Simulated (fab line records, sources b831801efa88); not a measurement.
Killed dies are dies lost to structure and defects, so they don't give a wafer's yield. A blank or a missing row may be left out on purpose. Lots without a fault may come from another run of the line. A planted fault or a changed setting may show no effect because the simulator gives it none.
fab line records | flow sky130
record lots=6 wafers=18 last_day=50
route steps=708 shown METAL3@570 VIA3@573
lots that met no fault: from a run of the same line without faults
start_h: hours from the record's first day to the start of the lot's first wafer shown | wait_h: hours since the lot's step before | " the same as in the row above | L1.1+2: a row that stands for several wafers | - no value, or no start given | * or withheld: withheld | < > ~ a bound
route shown NAME@n: a module of which the file shows steps, and the number in the route of the first | usual: mean/standard deviation of fault-free wafers | same: alike in all rows | chamber/n: place in a boat | sites: the reading at each site | _std_site: their standard deviation | _edge_site: outer sites' mean less inner sites' | radius_mm: how far each site lies from the wafer's centre | mask NAME#n: copy n | behind: the tool/chamber that last shaped the wafer | hold: why the lot was held/for how many hours/how that ended | device: the transistor (n, p or np) that didn't switch | end of line: the same wafers' tests at the end of the route | a step without rows: its recipe alone | killed: dies lost to structure and defects at the first sort, not the wafer's yield | map: a wafer's dies, x killed, . not, _ none there
set.NAME: the setting as run; set.NAME@STEP: as run at that earlier step | model.NAME: the simulator's own value behind a step, which no gauge read
lots at some steps of the route; a table a step, a row a wafer
services: from which hour (start_h, from the record's first day; less than 0 if before it) a tool's chamber was out of use, for how many hours, and why
## steps
# step SKY_METAL3_STRIP_20
# recipe chemistry=post_etch_residue_remover time_s=1200 temp_c=72.5
# step SKY_METAL3_CLEAN_21
# recipe chemistry=IPA time_s=180 temp_c=25
# step SKY_METAL3_CLEAN_22
# recipe chemistry=O3/DIW dry=n2_spin
# step SKY_VIA3_HDPCVD_00
# recipe material=SiO2 target_thk_nm=1635 sigma_open_frac=0.3 time_s=272.5 temp_c=400 sih4_flow_sccm=60 pressure_mtorr=6
# step SKY_VIA3_THK_MEAS_01
# recipe reads=SiO2_of_VIA3_HDPCVD_00
# usual VIA3_HDPCVD_THK=1639/17
# columns lot.wafer tool chamber start_h wait_h VIA3_HDPCVD_THK[nm]
L567.2 film_metro-04 - 924.98 0.1 1614
L567.3 " - " " 1635
L567.4 " - " " 1615
L568.1 film_metro-04 - 932.95 0.1 1625
L568.4 " - " " 1623
L568.5 " - " " 1632
L582.3 film_metro-04 - 1021.90 0.1 1655
L582.4 " - " " 1666
L582.5 " - " " 1647
L583.3 film_metro-04 - 1037.64 0.1 1650
L583.4 " - " " 1625
L583.5 " - " " 1660
L584.3 film_metro-01 - 1041.83 0.1 1629
L584.4 " - " " 1667
L584.6 " - " " 1660
L586.1 film_metro-04 - 1051.34 0.1 1646
L586.2 " - " " 1636
L586.5 " - " " 1648
# step SKY_VIA3_CMP_02
# recipe material=SiO2 down_force_psi=4 platen_rpm=60 pad_velocity_m_s=0.94248
# usual motor_current_A=11.2/0.73
# columns lot.wafer tool chamber start_h wait_h motor_current_A
L567.4 cmp-01 2 925.03 0.0 11.4
L567.2 " 3 " " 12.3
L567.3 " 1 " " 11.9
L568.4 cmp-01 2 933.03 0.0 11.8
L568.1 " 0 " " 11.2
L568.5 " 2 " " 11.7
L582.4 cmp-01 2 1021.99 0.1 10.9
L582.3 " 0 " " 11.1
L582.5 " 1 " " 11.6
L583.3 cmp-01 1 1037.78 0.1 12.4
L583.4 " 2 " " 11.4
L583.5 " 0 " " 11.3
L584.3 cmp-01 2 1041.87 0.0 11.2
L584.4 " 3 " " 11.9
L584.6 " 3 " " 11.8
L586.1 cmp-01 2 1051.45 0.1 11.1
L586.2 " 3 " " 12.4
L586.5 " 2 " " 11.7
# step SKY_VIA3_BOW_MEAS_03
# recipe mode=bow
# usual VIA3_BOW=79/8.1
# columns lot.wafer tool chamber start_h wait_h VIA3_BOW[um]
L567.2 film_metro-03 - 925.37 0.2 90
L567.3 " - " " 85
L567.4 " - " " 85
L568.1 film_metro-04 - 933.33 0.1 70
L568.4 " - " " 77
L568.5 " - " " 69
L582.3 film_metro-04 - 1022.28 0.1 88
L582.4 " - " " 92
L582.5 " - " " 75
L583.3 film_metro-03 - 1038.07 0.2 87
L583.4 " - " " 75
L583.5 " - " " 77
L584.3 film_metro-04 - 1042.21 0.3 68
L584.4 " - " " 82
L584.6 " - " " 80
L586.1 film_metro-04 - 1051.70 0.2 81
L586.2 " - " " 81
L586.5 " - " " 87
# step SKY_VIA3_DEHYDRATE_04
# recipe temp_c=200 time_s=60
# step SKY_VIA3_HMDS_05
# recipe prime_time_s=60 prime_temp_c=120
# step SKY_VIA3_COAT_06
# recipe resist=BARC temp_c=withheld time_s=withheld spin_rpm=3000 resist_thk_nm=60
# step SKY_VIA3_COAT_07
# recipe resist=KrF-thick spin_rpm=3000 resist_thk_nm=450
# step SKY_VIA3_SOFTBAKE_08
# recipe temp_c=100 time_s=90 resist=KrF-thick
# step SKY_VIA3_EXPOSE_09
# recipe mask_id=VIM3 na=0.8 source_shape=annular sigma_inner=0.55 sigma_outer=0.85 target_cd_nm=200 dose_mj=38
# usual exposure_dose_mJ_cm2=37.97/0.043 focus_offset_nm=0.1/0.47 stage_vel_mm_s=500.03/0.25
# columns lot.wafer tool chamber start_h wait_h mask exposure_dose_mJ_cm2 focus_offset_nm stage_vel_mm_s
L567.2 krf_scanner-01 0 937.87 - VIM3#0 38.00 0.3 500.10
L567.3 " 0 " " VIM3#0 38.01 0.5 500.03
L567.4 " 0 " " VIM3#0 37.97 -0.4 499.93
L568.1 krf_scanner-01 0 945.92 - VIM3#0 38.03 0.8 499.79
L568.4 " 0 " " VIM3#0 38.00 0.1 499.95
L568.5 " 0 " " VIM3#0 37.97 0.3 499.89
L582.3 krf_scanner-01 - 1033.18 - VIM3#0 - - -
L582.4 " - " " VIM3#0 - - -
L582.5 " - " " VIM3#0 - - -
L583.3 krf_scanner-01 - 1048.71 - VIM3#0 - - -
L583.4 " - " " VIM3#0 - - -
L583.5 " - " " VIM3#0 - - -
L584.3 krf_scanner-01 0 1052.93 - VIM3#0 38.04 0.0 499.85
L584.4 " 0 " " VIM3#0 37.98 0.1 499.80
L584.6 " 0 " " VIM3#0 38.01 -0.1 499.80
L586.1 krf_scanner-01 0 1063.14 - VIM3#0 37.99 0.6 499.89
L586.2 " 0 " " VIM3#0 37.99 0.1 499.77
L586.5 " 0 " " VIM3#0 37.97 0.1 499.97
# step SKY_VIA3_PEB_10
# recipe peb_temp_c=withheld peb_time_s=withheld resist=KrF-thick
## services
# columns tool chamber start_h hours kind
cmp-01 - 912.00 4.0 pm
cmp-01 - 916.00 - consumable_replace:conditioner
cmp-01 - 916.00 - consumable_replace:pad
krf_scanner-01 - 940.33 0.8 pm
krf_scanner-01 - 967.06 1.0 pm
krf_scanner-01 - 992.66 1.3 pm
cmp-01 - 1033.35 2.7 repair
cmp-01 - 1035.60 2.1 repair
krf_scanner-01 0 1046.21 - calibration
## key
first_sign step=SKY_VIA3_EXPOSE_09 reading=tool_record direction=missing
effect none on later readings
met_at SKY_VIA3_EXPOSE_09
struck_wafers L582.3,L582.4,L582.5,L583.3,L583.4,L583.5
later_rows_left_out L582.3,L582.4,L582.5,L583.3,L583.4,L583.5
sort_left_out L582.3,L582.4,L582.5,L583.3,L583.4,L583.5
onset_between 945.92 1033.18
fault kind=skipped_step_whole tool=krf_scanner-01 chamber=- onset_h=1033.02 steps=SKY_VIA3_EXPOSE_09 scope=struck_lots_only
# sort_left_out: the simulated sort isn't trusted on such a fault, so these wafers' sort isn't shown, and their yield isn't known
# later_rows_left_out: the simulator's readings of these wafers behind a module that went badly wrong aren't trusted and aren't shown, but for the sort
